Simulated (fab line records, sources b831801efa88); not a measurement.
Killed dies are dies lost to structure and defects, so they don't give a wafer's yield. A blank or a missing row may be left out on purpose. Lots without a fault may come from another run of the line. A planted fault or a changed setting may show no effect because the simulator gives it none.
fab line records | flow gf180mcu
record lots=5 wafers=15 last_day=34
route steps=602 shown MVSD@66 MVPSD@78 VT_IMPLANT@90
lots that met no fault: from a run of the same line without faults
start_h: hours from the record's first day to the start of the lot's first wafer shown | wait_h: hours since the lot's step before | " the same as in the row above | L1.1+2: a row that stands for several wafers | - no value, or no start given | * or withheld: withheld | < > ~ a bound
route shown NAME@n: a module of which the file shows steps, and the number in the route of the first | usual: mean/standard deviation of fault-free wafers | same: alike in all rows | chamber/n: place in a boat | sites: the reading at each site | _std_site: their standard deviation | _edge_site: outer sites' mean less inner sites' | radius_mm: how far each site lies from the wafer's centre | mask NAME#n: copy n | behind: the tool/chamber that last shaped the wafer | hold: why the lot was held/for how many hours/how that ended | device: the transistor (n, p or np) that didn't switch | end of line: the same wafers' tests at the end of the route | a step without rows: its recipe alone | killed: dies lost to structure and defects at the first sort, not the wafer's yield | map: a wafer's dies, x killed, . not, _ none there
set.NAME: the setting as run; set.NAME@STEP: as run at that earlier step | model.NAME: the simulator's own value behind a step, which no gauge read
lots at some steps of the route; a table a step, a row a wafer
services: from which hour (start_h, from the record's first day; less than 0 if before it) a tool's chamber was out of use, for how many hours, and why
## steps
# step GF_MVSD_DEHYDRATE_00
# recipe temp_c=200 time_s=60
# usual resist_line_temp_C=22.99/0.097
# columns lot.wafer tool chamber start_h wait_h resist_line_temp_C
L079.1 litho_track-04 0 114.78 7.0 23.09
L079.5 " 0 " " 23.03
L079.6 " 0 " " 22.91
L081.1 litho_track-01 0 119.03 6.8 22.97
L081.2 " 0 " " 23.07
L081.4 " 0 " " 23.10
L086.1 litho_track-01 0 146.33 7.1 23.00
L086.4 " 0 " " 23.07
L086.5 " 0 " " 22.86
L089.2 litho_track-01 0 164.80 7.8 23.00
L089.5 " 0 " " 23.07
L089.6 " 0 " " 22.97
L092.1 litho_track-04 0 182.23 8.0 23.03
L092.2 " 0 " " 22.96
L092.3 " 0 " " 23.07
# step GF_MVSD_HMDS_01
# recipe prime_time_s=60 prime_temp_c=120
# usual prime_temp_c=120.01/0.13 resist_line_temp_C=23.03/0.11
# columns lot.wafer tool chamber start_h wait_h prime_temp_c resist_line_temp_C
L079.1 litho_track-04 0 114.93 0.1 120.20 22.89
L079.5 " 0 " " 120.05 22.88
L079.6 " 0 " " 119.82 22.95
L081.1 litho_track-01 0 119.18 0.1 119.93 23.03
L081.2 " 0 " " 120.07 22.99
L081.4 " 0 " " 120.07 23.14
L086.1 litho_track-01 0 146.48 0.1 120.30 23.01
L086.4 " 0 " " 119.83 22.94
L086.5 " 0 " " 120.01 23.07
L089.2 litho_track-01 0 164.95 0.1 119.93 23.27
L089.5 " 0 " " 119.90 22.92
L089.6 " 0 " " 119.96 23.04
L092.1 litho_track-04 0 182.38 0.1 120.06 23.04
L092.2 " 0 " " 120.04 23.04
L092.3 " 0 " " 120.12 22.98
# step GF_MVSD_COAT_02
# recipe spin_rpm=2000 resist_thk_nm=3000
# usual dispense_pressure_kPa=50/4.5 resist_line_temp_C=23.00/0.099
# columns lot.wafer tool chamber start_h wait_h dispense_pressure_kPa resist_line_temp_C
L079.1 litho_track-04 0 115.08 0.1 45 22.96
L079.5 " 0 " " 45 23.03
L079.6 " 0 " " 45 22.84
L081.1 litho_track-01 0 119.33 0.1 54 22.89
L081.2 " 0 " " 54 22.87
L081.4 " 0 " " 54 22.82
L086.1 litho_track-01 0 146.63 0.1 54 22.93
L086.4 " 0 " " 54 23.03
L086.5 " 0 " " 54 22.95
L089.2 litho_track-01 0 165.10 0.1 54 23.02
L089.5 " 0 " " 54 23.12
L089.6 " 0 " " 54 23.03
L092.1 litho_track-04 0 182.53 0.1 45 23.02
L092.2 " 0 " " 45 23.25
L092.3 " 0 " " 45 22.95
# step GF_MVSD_SOFTBAKE_03
# recipe temp_c=110 time_s=withheld
# usual resist_line_temp_C=23.01/0.1
# columns lot.wafer tool chamber start_h wait_h resist_line_temp_C
L079.1 litho_track-04 0 115.23 0.1 22.88
L079.5 " 0 " " 22.90
L079.6 " 0 " " 22.96
L081.1 litho_track-01 0 119.48 0.1 22.81
L081.2 " 0 " " 22.83
L081.4 " 0 " " 22.91
L086.1 litho_track-01 0 146.78 0.1 23.14
L086.4 " 0 " " 23.06
L086.5 " 0 " " 23.11
L089.2 litho_track-01 0 165.26 0.1 23.07
L089.5 " 0 " " 23.04
L089.6 " 0 " " 23.08
L092.1 litho_track-04 0 182.68 0.1 23.06
L092.2 " 0 " " 23.04
L092.3 " 0 " " 23.20
# step GF_MVSD_EXPOSE_04
# recipe mask_id=MVSD target_cd_nm=1000 na=0.6 source_shape=conventional sigma_outer=0.6 dose_mj=260
# columns lot.wafer tool chamber start_h wait_h mask
L079.1+5+6 iline_stepper-01 0 - - MVSD#0
L081.1+2+4 iline_stepper-01 0 - - MVSD#0
L086.1+4+5 iline_stepper-01 0 - - MVSD#0
L089.2+5+6 iline_stepper-02 0 - - MVSD#0
L092.1+2+3 iline_stepper-02 0 - - MVSD#0
# step GF_MVSD_PEB_05
# recipe temp_c=115 time_s=withheld
# usual resist_line_temp_C=23.03/0.1
# columns lot.wafer tool chamber start_h wait_h resist_line_temp_C
L079.1 litho_track-02 0 - - 22.92
L079.5 " 0 " " 23.07
L079.6 " 0 " " 23.14
L081.1 litho_track-02 0 - - 22.78
L081.2 " 0 " " 23.04
L081.4 " 0 " " 23.17
L086.1 litho_track-01 0 - - 23.18
L086.4 " 0 " " 23.05
L086.5 " 0 " " 23.16
L089.2 litho_track-04 0 - - 22.97
L089.5 " 0 " " 23.01
L089.6 " 0 " " 23.08
L092.1 litho_track-02 0 - - 23.01
L092.2 " 0 " " 22.84
L092.3 " 0 " " 23.10
# step GF_MVSD_DEVELOP_06
# recipe wall_angle_deg=90 develop_time_s=60 dev_temp_c=23
# usual resist_line_temp_C=23.00/0.091
# columns lot.wafer tool chamber start_h wait_h resist_line_temp_C
L079.1 litho_track-02 0 - - 23.08
L079.5 " 0 " " 23.17
L079.6 " 0 " " 23.02
L081.1 litho_track-02 0 - - 22.93
L081.2 " 0 " " 22.97
L081.4 " 0 " " 22.97
L086.1 litho_track-01 0 - - 23.01
L086.4 " 0 " " 23.01
L086.5 " 0 " " 22.87
L089.2 litho_track-04 0 - - 22.76
L089.5 " 0 " " 23.10
L089.6 " 0 " " 23.05
L092.1 litho_track-02 0 - - 22.97
L092.2 " 0 " " 22.96
L092.3 " 0 " " 23.13
# step GF_MVSD_OVL_MEAS_07
# usual MVSD_OVL=-0.4/1.3
# columns lot.wafer tool chamber start_h wait_h MVSD_OVL[nm]
L079.1 overlay-01 - 123.65 - -1.3
L079.5 " - " " -0.5
L079.6 " - " " 0.9
L081.1 overlay-01 - 127.00 - -1.1
L081.2 " - " " -0.2
L081.4 " - " " -1.9
L086.1 overlay-02 - 155.18 - 0.7
L086.4 " - " " -1.0
L086.5 " - " " 0.6
L089.2 overlay-01 - 173.49 - 0.9
L089.5 " - " " 1.9
L089.6 " - " " 0.2
L092.1 overlay-01 - 191.90 - -1.0
L092.2 " - " " -3.3
L092.3 " - " " -3.1
# step GF_MVSD_IMPLANT_08
# recipe species=P energy_kev=400 dose_cm2=1.6e+13 tilt_deg=0
# usual dose_ions_cm2=1.5998e+13/1.7e+10 faraday_current_uA=90.5/1.8
# columns lot.wafer tool chamber start_h wait_h dose_ions_cm2 faraday_current_uA
L079.1 implanter-01 0 123.69 0.0 1.6001e+13 90.2
L079.5 " 0 " " 1.602e+13 87.1
L079.6 " 0 " " 1.6011e+13 90.5
L081.1 implanter-01 0 127.04 0.0 1.5989e+13 92.0
L081.2 " 0 " " 1.6013e+13 89.5
L081.4 " 0 " " 1.6006e+13 89.0
L086.1 implanter-03 0 155.21 0.0 1.6068e+13 89.8
L086.4 " 0 " " 1.6037e+13 93.0
L086.5 " 0 " " 1.6015e+13 88.5
L089.2 implanter-01 0 173.54 0.0 1.6004e+13 93.6
L089.5 " 0 " " 1.5997e+13 91.2
L089.6 " 0 " " 1.6007e+13 90.7
L092.1 implanter-03 0 191.94 0.0 1.6013e+13 92.2
L092.2 " 0 " " 1.5995e+13 92.5
L092.3 " 0 " " 1.5995e+13 90.2
# step GF_MVSD_IMPLANT_09
# recipe species=P energy_kev=100 dose_cm2=5e+12 tilt_deg=0
# usual dose_ions_cm2=5e+12/5.6e+09 faraday_current_uA=28.2/0.56
# columns lot.wafer tool chamber start_h wait_h dose_ions_cm2 faraday_current_uA
L079.1 implanter-01 0 123.84 0.1 5.004e+12 27.7
L079.5 " 0 " " 4.999e+12 29.8
L079.6 " 0 " " 4.996e+12 28.0
L081.1 implanter-01 0 127.19 0.1 4.995e+12 28.6
L081.2 " 0 " " 5.006e+12 28.5
L081.4 " 0 " " 4.997e+12 28.6
L086.1 implanter-03 0 155.36 0.1 4.996e+12 27.8
L086.4 " 0 " " 5.009e+12 28.5
L086.5 " 0 " " 5.015e+12 28.8
L089.2 implanter-01 0 173.69 0.1 4.997e+12 28.3
L089.5 " 0 " " 4.991e+12 28.5
L089.6 " 0 " " 5e+12 29.2
L092.1 implanter-03 0 192.09 0.1 5e+12 27.8
L092.2 " 0 " " 5.002e+12 28.5
L092.3 " 0 " " 4.999e+12 28.2
# step GF_MVSD_STRIP_10
# recipe chemistry=O2/N2 power_w=1400 pressure_mtorr=1500 platen_temp_c=250 o2_flow_sccm=3000 n2_flow_sccm=300 overash_fraction=0.5
# usual drypump_motor_current_A=5.5/0.5 heater_power_w=310/18 oes_product_au=0.723/0.0049 strip_time_to_endpoint_s=36.90/0.12
# columns lot.wafer tool chamber start_h wait_h drypump_motor_current_A heater_power_w oes_product_au rf_hours_counter_h strip_time_to_endpoint_s
L079.1 plasma_asher-02 1 123.99 0.1 6.5 326 0.721 46 36.86
L079.5 " 0 " " 5.6 332 0.727 - 36.85
L079.6 " 1 " " 6.5 318 0.723 - 36.85
L081.1 plasma_asher-02 0 127.34 0.1 5.6 336 0.725 46 37.11
L081.2 " 1 " " 6.5 316 0.721 46 37.11
L081.4 " 1 " " 6.5 328 0.723 - 37.15
L086.1 plasma_asher-03 1 155.51 0.1 5.7 312 0.724 4 36.96
L086.4 " 0 " " 5.2 313 0.725 - 36.93
L086.5 " 1 " " 5.7 305 0.734 - 36.89
L089.2 plasma_asher-01 1 173.82 0.1 5.4 285 0.724 38 37.14
L089.5 " 1 " " 5.4 282 0.720 - 37.05
L089.6 " 0 " " 4.8 314 0.719 - 37.04
L092.1 plasma_asher-03 1 192.24 0.1 5.7 304 0.722 8 36.88
L092.2 " 0 " " 5.2 304 0.721 8 36.79
L092.3 " 0 " " 5.2 305 0.730 - 36.90
# step GF_MVSD_TW_MEAS_11
# usual MVSD_TW=1575/7.1
# columns lot.wafer tool chamber start_h wait_h MVSD_TW
L079.1 film_metro-04 - 124.09 0.1 1584
L079.5 " - " " 1583
L079.6 " - " " 1579
L081.1 film_metro-04 - 127.44 0.1 1579
L081.2 " - " " 1580
L081.4 " - " " 1580
L086.1 film_metro-01 - 155.61 0.1 1577
L086.4 " - " " 1577
L086.5 " - " " 1576
L089.2 film_metro-04 - 173.93 0.1 1575
L089.5 " - " " 1570
L089.6 " - " " 1579
L092.1 film_metro-02 - 192.34 0.1 1577
L092.2 " - " " 1582
L092.3 " - " " 1581
# step GF_MVPSD_DEHYDRATE_00
# recipe temp_c=200 time_s=60
# usual resist_line_temp_C=23.02/0.11
# columns lot.wafer tool chamber start_h wait_h resist_line_temp_C
L079.1 litho_track-03 0 130.91 6.8 23.22
L079.5 " 0 " " 23.05
L079.6 " 0 " " 23.18
L081.1 litho_track-01 0 134.33 6.9 23.14
L081.2 " 0 " " 23.02
L081.4 " 0 " " 22.79
L086.1 litho_track-01 0 162.88 7.3 22.98
L086.4 " 0 " " 22.96
L086.5 " 0 " " 23.08
L089.2 litho_track-03 0 181.84 7.9 22.91
L089.5 " 0 " " 22.96
L089.6 " 0 " " 23.05
L092.1 litho_track-02 0 200.00 7.7 22.94
L092.2 " 0 " " 23.15
L092.3 " 0 " " 23.32
# step GF_MVPSD_HMDS_01
# recipe prime_time_s=60 prime_temp_c=120
# usual prime_temp_c=120.02/0.13 resist_line_temp_C=23.02/0.1
# columns lot.wafer tool chamber start_h wait_h prime_temp_c resist_line_temp_C
L079.1 litho_track-03 0 131.06 0.1 120.23 23.08
L079.5 " 0 " " 119.86 22.93
L079.6 " 0 " " 120.00 22.96
L081.1 litho_track-01 0 134.48 0.1 120.09 23.11
L081.2 " 0 " " 120.01 22.94
L081.4 " 0 " " 120.04 23.10
L086.1 litho_track-01 0 163.03 0.1 120.22 22.94
L086.4 " 0 " " 120.09 23.07
L086.5 " 0 " " 119.95 22.99
L089.2 litho_track-03 0 181.99 0.1 120.16 22.99
L089.5 " 0 " " 120.24 23.07
L089.6 " 0 " " 120.13 22.91
L092.1 litho_track-02 0 200.15 0.1 120.13 23.13
L092.2 " 0 " " 119.71 23.15
L092.3 " 0 " " 119.96 23.06
# step GF_MVPSD_COAT_02
# recipe spin_rpm=2000 resist_thk_nm=3000
# usual dispense_pressure_kPa=53.8/0.41 resist_line_temp_C=22.97/0.099
# columns lot.wafer tool chamber start_h wait_h dispense_pressure_kPa resist_line_temp_C
L079.1 litho_track-03 0 131.21 0.1 54.2 22.89
L079.5 " 0 " " 54.2 22.93
L079.6 " 0 " " 54.1 23.02
L081.1 litho_track-01 0 134.63 0.1 54.1 22.85
L081.2 " 0 " " 54.1 22.76
L081.4 " 0 " " 54.0 22.87
L086.1 litho_track-01 0 163.18 0.1 54.1 22.98
L086.4 " 0 " " 54.1 23.14
L086.5 " 0 " " 54.0 23.07
L089.2 litho_track-03 0 182.14 0.1 54.1 22.94
L089.5 " 0 " " 54.1 22.78
L089.6 " 0 " " 54.1 22.70
L092.1 litho_track-02 0 200.30 0.1 53.2 22.96
L092.2 " 0 " " 53.2 22.94
L092.3 " 0 " " 53.2 22.87
# step GF_MVPSD_SOFTBAKE_03
# recipe temp_c=110 time_s=withheld
# usual resist_line_temp_C=23.00/0.11
# columns lot.wafer tool chamber start_h wait_h resist_line_temp_C
L079.1 litho_track-03 0 131.36 0.1 23.12
L079.5 " 0 " " 23.08
L079.6 " 0 " " 23.18
L081.1 litho_track-01 0 134.78 0.1 23.03
L081.2 " 0 " " 23.20
L081.4 " 0 " " 23.18
L086.1 litho_track-01 0 163.33 0.1 23.08
L086.4 " 0 " " 22.95
L086.5 " 0 " " 23.08
L089.2 litho_track-03 0 182.30 0.1 23.19
L089.5 " 0 " " 23.12
L089.6 " 0 " " 23.19
L092.1 litho_track-02 0 200.45 0.1 22.84
L092.2 " 0 " " 22.97
L092.3 " 0 " " 23.05
# step GF_MVPSD_EXPOSE_04
# recipe mask_id=MVPSD target_cd_nm=1000 na=0.6 source_shape=conventional sigma_outer=0.6 dose_mj=260
# columns lot.wafer tool chamber start_h wait_h mask
L079.1+5+6 iline_stepper-01 0 - - MVPSD#0
L081.1+2+4 iline_stepper-01 0 - - MVPSD#0
L086.1+4+5 iline_stepper-02 0 - - MVPSD#0
L089.2+5+6 iline_stepper-01 0 - - MVPSD#0
L092.1+2+3 iline_stepper-02 0 - - MVPSD#0
# step GF_MVPSD_PEB_05
# recipe temp_c=115 time_s=withheld
# usual resist_line_temp_C=23.04/0.1
# columns lot.wafer tool chamber start_h wait_h resist_line_temp_C
L079.1 litho_track-03 0 - - 22.91
L079.5 " 0 " " 23.00
L079.6 " 0 " " 22.79
L081.1 litho_track-02 0 - - 23.00
L081.2 " 0 " " 22.97
L081.4 " 0 " " 22.93
L086.1 litho_track-03 0 - - 23.01
L086.4 " 0 " " 22.90
L086.5 " 0 " " 22.96
L089.2 litho_track-02 0 - - 22.99
L089.5 " 0 " " 23.02
L089.6 " 0 " " 23.05
L092.1 litho_track-02 0 - - 23.12
L092.2 " 0 " " 23.12
L092.3 " 0 " " 23.28
# step GF_MVPSD_DEVELOP_06
# recipe wall_angle_deg=90 develop_time_s=60 dev_temp_c=23
# usual resist_line_temp_C=22.97/0.098
# columns lot.wafer tool chamber start_h wait_h resist_line_temp_C
L079.1 litho_track-03 0 - - 23.05
L079.5 " 0 " " 22.96
L079.6 " 0 " " 23.08
L081.1 litho_track-02 0 - - 22.95
L081.2 " 0 " " 22.94
L081.4 " 0 " " 23.02
L086.1 litho_track-03 0 - - 23.16
L086.4 " 0 " " 23.05
L086.5 " 0 " " 22.87
L089.2 litho_track-02 0 - - 22.87
L089.5 " 0 " " 22.89
L089.6 " 0 " " 22.81
L092.1 litho_track-02 0 - - 23.03
L092.2 " 0 " " 23.01
L092.3 " 0 " " 22.88
# step GF_MVPSD_OVL_MEAS_07
# usual MVPSD_OVL=0.5/1.5
# columns lot.wafer tool chamber start_h wait_h MVPSD_OVL[nm]
L079.1 overlay-02 - 139.31 - 2.5
L079.5 " - " " 1.4
L079.6 " - " " 1.2
L081.1 overlay-01 - 143.05 - 0.7
L081.2 " - " " 0.3
L081.4 " - " " 1.0
L086.1 overlay-02 - 171.71 - -1.1
L086.4 " - " " -0.7
L086.5 " - " " 0.5
L089.2 overlay-02 - 191.56 - -2.5
L089.5 " - " " 0.2
L089.6 " - " " -1.1
L092.1 overlay-01 - 209.55 - 1.4
L092.2 " - " " -0.3
L092.3 " - " " 1.2
# step GF_MVPSD_IMPLANT_08
# recipe species=B energy_kev=170 dose_cm2=1.5e+13 tilt_deg=0
# usual dose_ions_cm2=1.4998e+13/1.6e+10 faraday_current_uA=84.7/1.8
# columns lot.wafer tool chamber start_h wait_h dose_ions_cm2 faraday_current_uA
L079.1 implanter-01 0 139.35 0.0 1.5011e+13 86.3
L079.5 " 0 " " 1.5024e+13 84.4
L079.6 " 0 " " 1.5034e+13 82.5
L081.1 implanter-04 0 143.09 0.0 1.5027e+13 85.8
L081.2 " 0 " " 1.4998e+13 83.5
L081.4 " 0 " " 1.499e+13 86.3
L086.1 implanter-04 0 171.75 0.0 1.502e+13 83.3
L086.4 " 0 " " 1.4994e+13 85.0
L086.5 " 0 " " 1.5013e+13 84.7
L089.2 implanter-02 0 191.61 0.0 1.4987e+13 83.1
L089.5 " 0 " " 1.501e+13 84.6
L089.6 " 0 " " 1.4982e+13 81.6
L092.1 implanter-02 0 209.59 0.0 1.4963e+13 82.4
L092.2 " 0 " " 1.4972e+13 81.7
L092.3 " 0 " " 1.4992e+13 83.5
# step GF_MVPSD_IMPLANT_09
# recipe species=B energy_kev=39.63 dose_cm2=5e+12 tilt_deg=0
# usual dose_ions_cm2=5e+12/5.1e+09 faraday_current_uA=28.1/0.6
# columns lot.wafer tool chamber start_h wait_h dose_ions_cm2 faraday_current_uA
L079.1 implanter-01 0 139.50 0.1 5.005e+12 27.9
L079.5 " 0 " " 5.009e+12 28.3
L079.6 " 0 " " 5.009e+12 27.0
L081.1 implanter-04 0 143.24 0.1 5.006e+12 28.4
L081.2 " 0 " " 4.993e+12 28.6
L081.4 " 0 " " 5.002e+12 28.8
L086.1 implanter-04 0 171.90 0.1 5e+12 27.5
L086.4 " 0 " " 4.998e+12 28.7
L086.5 " 0 " " 5.005e+12 28.1
L089.2 implanter-02 0 191.76 0.1 5.004e+12 28.2
L089.5 " 0 " " 5.002e+12 27.2
L089.6 " 0 " " 4.991e+12 27.1
L092.1 implanter-02 0 209.74 0.1 5.007e+12 28.4
L092.2 " 0 " " 5.009e+12 28.0
L092.3 " 0 " " 5.003e+12 28.6
# step GF_MVPSD_STRIP_10
# recipe chemistry=O2/N2 power_w=1400 pressure_mtorr=1500 platen_temp_c=250 o2_flow_sccm=3000 n2_flow_sccm=300 overash_fraction=0.5
# usual drypump_motor_current_A=5.8/0.52 heater_power_w=339/31 oes_product_au=0.723/0.0045 strip_time_to_endpoint_s=36.92/0.11
# columns lot.wafer tool chamber start_h wait_h drypump_motor_current_A heater_power_w oes_product_au rf_hours_counter_h strip_time_to_endpoint_s
L079.1 plasma_asher-03 1 139.65 0.1 5.7 300 0.721 3 36.98
L079.5 " 1 " " 5.7 313 0.718 - 36.89
L079.6 " 0 " " 5.2 295 0.722 - 36.92
L081.1 plasma_asher-02 0 143.39 0.1 5.6 337 0.719 48 37.03
L081.2 " 1 " " 6.5 324 0.717 48 37.03
L081.4 " 0 " " 5.6 340 0.721 - 37.02
L086.1 plasma_asher-04 1 172.05 0.1 6.4 406 0.719 53 36.79
L086.4 " 1 " " 6.5 389 0.730 - 36.83
L086.5 " 1 " " 6.4 399 0.723 - 36.90
L089.2 plasma_asher-02 1 191.89 0.1 6.5 314 0.728 52 36.87
L089.5 " 1 " " 6.5 330 0.726 - 37.02
L089.6 " 0 " " 5.6 340 0.715 - 37.04
L092.1 plasma_asher-03 0 209.89 0.1 5.2 303 0.722 10 37.01
L092.2 " 1 " " 5.7 313 0.720 10 36.91
L092.3 " 0 " " 5.2 304 0.729 - 37.04
# step GF_MVPSD_TW_MEAS_11
# usual MVPSD_TW=552.0/2.5
# columns lot.wafer tool chamber start_h wait_h MVPSD_TW
L079.1 film_metro-02 - 139.75 0.1 554.3
L079.5 " - " " 555.3
L079.6 " - " " 555.3
L081.1 film_metro-04 - 143.49 0.1 553.0
L081.2 " - " " 551.7
L081.4 " - " " 553.1
L086.1 film_metro-02 - 172.15 0.1 553.8
L086.4 " - " " 557.8
L086.5 " - " " 555.0
L089.2 film_metro-04 - 192.00 0.1 552.3
L089.5 " - " " 550.6
L089.6 " - " " 549.7
L092.1 film_metro-02 - 209.99 0.1 552.2
L092.2 " - " " 552.9
L092.3 " - " " 552.4
# step GF_VT_IMPLANT_DEHYDRATE_00
# recipe temp_c=200 time_s=60
# usual resist_line_temp_C=22.96/0.11
# columns lot.wafer tool chamber start_h wait_h resist_line_temp_C
L079.1 litho_track-02 0 147.35 7.6 23.05
L079.5 " 0 " " 23.09
L079.6 " 0 " " 23.10
L081.1 litho_track-04 0 150.58 7.1 22.92
L081.2 " 0 " " 22.85
L081.4 " 0 " " 22.85
L086.1 litho_track-03 0 179.06 6.9 23.06
L086.4 " 0 " " 22.96
L086.5 " 0 " " 22.93
L089.2 litho_track-04 0 199.80 7.8 22.99
L089.5 " 0 " " 22.94
L089.6 " 0 " " 23.00
L092.1 litho_track-02 0 217.95 8.0 22.78
L092.2 " 0 " " 22.99
L092.3 " 0 " " 22.94
# step GF_VT_IMPLANT_HMDS_01
# recipe prime_time_s=60 prime_temp_c=120
# usual prime_temp_c=120.00/0.14 resist_line_temp_C=22.96/0.11
# columns lot.wafer tool chamber start_h wait_h prime_temp_c resist_line_temp_C
L079.1 litho_track-02 0 147.50 0.1 119.99 23.05
L079.5 " 0 " " 119.76 22.95
L079.6 " 0 " " 119.93 22.96
L081.1 litho_track-04 0 150.73 0.1 119.67 22.76
L081.2 " 0 " " 119.89 22.80
L081.4 " 0 " " 119.77 22.76
L086.1 litho_track-03 0 179.21 0.1 120.14 22.79
L086.4 " 0 " " 119.91 22.90
L086.5 " 0 " " 119.86 22.98
L089.2 litho_track-04 0 199.95 0.1 119.99 22.94
L089.5 " 0 " " 119.97 22.97
L089.6 " 0 " " 119.98 22.89
L092.1 litho_track-02 0 218.10 0.1 119.94 22.88
L092.2 " 0 " " 120.04 22.85
L092.3 " 0 " " 120.01 22.87
# step GF_VT_IMPLANT_COAT_02
# recipe resist=NOVOLAK spin_rpm=3000 resist_thk_nm=1000
# usual dispense_pressure_kPa=50/4.4 resist_line_temp_C=22.99/0.085
# columns lot.wafer tool chamber start_h wait_h dispense_pressure_kPa resist_line_temp_C
L079.1 litho_track-02 0 147.65 0.1 53 22.86
L079.5 " 0 " " 53 23.03
L079.6 " 0 " " 53 22.87
L081.1 litho_track-04 0 150.88 0.1 45 22.99
L081.2 " 0 " " 45 22.93
L081.4 " 0 " " 45 22.87
L086.1 litho_track-03 0 179.36 0.1 54 23.00
L086.4 " 0 " " 54 22.95
L086.5 " 0 " " 54 23.01
L089.2 litho_track-04 0 200.10 0.1 45 22.88
L089.5 " 0 " " 45 23.03
L089.6 " 0 " " 45 22.83
L092.1 litho_track-02 0 218.25 0.1 53 22.99
L092.2 " 0 " " 53 23.07
L092.3 " 0 " " 53 22.92
# step GF_VT_IMPLANT_SOFTBAKE_03
# recipe temp_c=90 time_s=60 resist=NOVOLAK
# usual resist_line_temp_C=23.01/0.11
# columns lot.wafer tool chamber start_h wait_h resist_line_temp_C
L079.1 litho_track-02 0 147.80 0.1 23.05
L079.5 " 0 " " 23.01
L079.6 " 0 " " 23.01
L081.1 litho_track-04 0 151.03 0.1 23.24
L081.2 " 0 " " 23.18
L081.4 " 0 " " 23.24
L086.1 litho_track-03 0 179.51 0.1 22.96
L086.4 " 0 " " 22.99
L086.5 " 0 " " 23.18
L089.2 litho_track-04 0 200.25 0.1 22.86
L089.5 " 0 " " 22.90
L089.6 " 0 " " 22.89
L092.1 litho_track-02 0 218.40 0.1 23.03
L092.2 " 0 " " 23.03
L092.3 " 0 " " 23.13
# step GF_VT_IMPLANT_EXPOSE_04
# recipe mask_id=LVPWELL_LV_AREA target_cd_nm=600 na=0.6 source_shape=conventional sigma_outer=0.6 dose_mj=140
# columns lot.wafer tool chamber start_h wait_h mask
L079.1+5+6 iline_stepper-02 0 - - LVPWELL_LV_AREA#0
L081.1+2+4 iline_stepper-01 0 - - LVPWELL_LV_AREA#0
L086.1+4+5 iline_stepper-02 0 - - LVPWELL_LV_AREA#0
L089.2+5+6 iline_stepper-02 0 - - LVPWELL_LV_AREA#0
L092.1+2+3 iline_stepper-01 0 - - LVPWELL_LV_AREA#0
# step GF_VT_IMPLANT_PEB_05
# recipe temp_c=withheld time_s=* resist=NOVOLAK
# usual resist_line_temp_C=*
# columns lot.wafer tool chamber start_h wait_h resist_line_temp_C
L079.1 litho_track-04 0 - - *
L079.5 " 0 " " *
L079.6 " 0 " " *
L081.1 litho_track-03 0 - - *
L081.2 " 0 " " *
L081.4 " 0 " " *
L086.1 litho_track-03 0 - - *
L086.4 " 0 " " *
L086.5 " 0 " " *
L089.2 litho_track-02 0 - - *
L089.5 " 0 " " *
L089.6 " 0 " " *
L092.1 litho_track-02 0 - - *
L092.2 " 0 " " *
L092.3 " 0 " " *
# step GF_VT_IMPLANT_DEVELOP_06
# recipe develop_time_s=60 dev_temp_c=23
# usual resist_line_temp_C=23.00/0.11
# columns lot.wafer tool chamber start_h wait_h resist_line_temp_C
L079.1 litho_track-04 0 155.73 0.1 23.13
L079.5 " 0 " " 23.03
L079.6 " 0 " " 23.13
L081.1 litho_track-03 0 159.01 0.1 23.07
L081.2 " 0 " " 23.16
L081.4 " 0 " " 23.10
L086.1 litho_track-03 0 188.06 0.1 23.00
L086.4 " 0 " " 22.90
L086.5 " 0 " " 22.84
L089.2 litho_track-02 0 209.08 0.1 22.97
L089.5 " 0 " " 23.01
L089.6 " 0 " " 23.01
L092.1 litho_track-02 0 227.70 0.1 22.83
L092.2 " 0 " " 22.80
L092.3 " 0 " " 22.87
# step GF_VT_IMPLANT_OVL_MEAS_07
# usual VT_IMPLANT_OVL=-0.5/1.4
# columns lot.wafer tool chamber start_h wait_h VT_IMPLANT_OVL[nm]
L079.1 overlay-01 - 155.88 0.1 0.6
L079.5 " - " " -0.3
L079.6 " - " " -0.4
L081.1 overlay-01 - 159.16 0.1 2.1
L081.2 " - " " 1.7
L081.4 " - " " 0.5
L086.1 overlay-02 - 188.21 0.1 0.8
L086.4 " - " " 0.4
L086.5 " - " " -0.6
L089.2 overlay-01 - 209.21 0.1 -0.1
L089.5 " - " " -0.4
L089.6 " - " " -0.8
L092.1 overlay-02 - 227.85 0.1 -1.0
L092.2 " - " " 0.3
L092.3 " - " " -0.5
# step GF_VT_IMPLANT_IMPLANT_08
# recipe species=BF2 energy_kev=20 dose_cm2=7.875e+12 tilt_deg=7
# usual dose_ions_cm2=7.877e+12/1e+10 faraday_current_uA=44.4/0.86
# columns lot.wafer tool chamber start_h wait_h dose_ions_cm2 faraday_current_uA
L079.1 implanter-03 0 155.92 0.0 7.845e+12 44.5
L079.5 " 0 " " 7.867e+12 45.1
L079.6 " 0 " " 7.872e+12 43.8
L081.1 implanter-01 0 159.20 0.0 7.884e+12 44.2
L081.2 " 0 " " 7.884e+12 44.1
L081.4 " 0 " " 7.88e+12 44.5
L086.1 implanter-01 0 188.25 0.0 7.879e+12 44.1
L086.4 " 0 " " 7.878e+12 44.8
L086.5 " 0 " " 7.883e+12 43.4
L089.2 implanter-04 0 209.26 0.0 7.886e+12 43.1
L089.5 " 0 " " 7.862e+12 43.4
L089.6 " 0 " " 7.872e+12 45.3
L092.1 implanter-04 0 227.89 0.0 7.859e+12 44.6
L092.2 " 0 " " 7.88e+12 43.1
L092.3 " 0 " " 7.883e+12 44.9
## services
# columns tool chamber start_h hours kind
litho_track-04 - 93.25 - consumable_replace:filter
implanter-02 - 94.75 74.8 pm
implanter-03 - 94.95 1.7 repair
plasma_asher-03 - 108.75 9.0 pm
plasma_asher-03 0 108.75 9.0 vent_cycle
plasma_asher-03 1 108.75 9.0 vent_cycle
implanter-03 - 109.69 2.3 repair
iline_stepper-02 - 110.57 8.2 repair
plasma_asher-03 0 117.75 - clean
plasma_asher-03 1 117.75 - clean
iline_stepper-02 - 122.29 1.7 pm
iline_stepper-02 0 127.26 - calibration
litho_track-02 - 127.76 - consumable_replace:filter
plasma_asher-01 - 134.91 9.1 repair
plasma_asher-03 - 160.04 6.3 repair
plasma_asher-02 - 162.93 11.6 repair
implanter-02 - 169.60 4.4 pm
implanter-04 - 185.46 5.5 repair
iline_stepper-01 - 197.42 3.4 repair
implanter-02 - 226.77 2.4 repair
## key
fault none
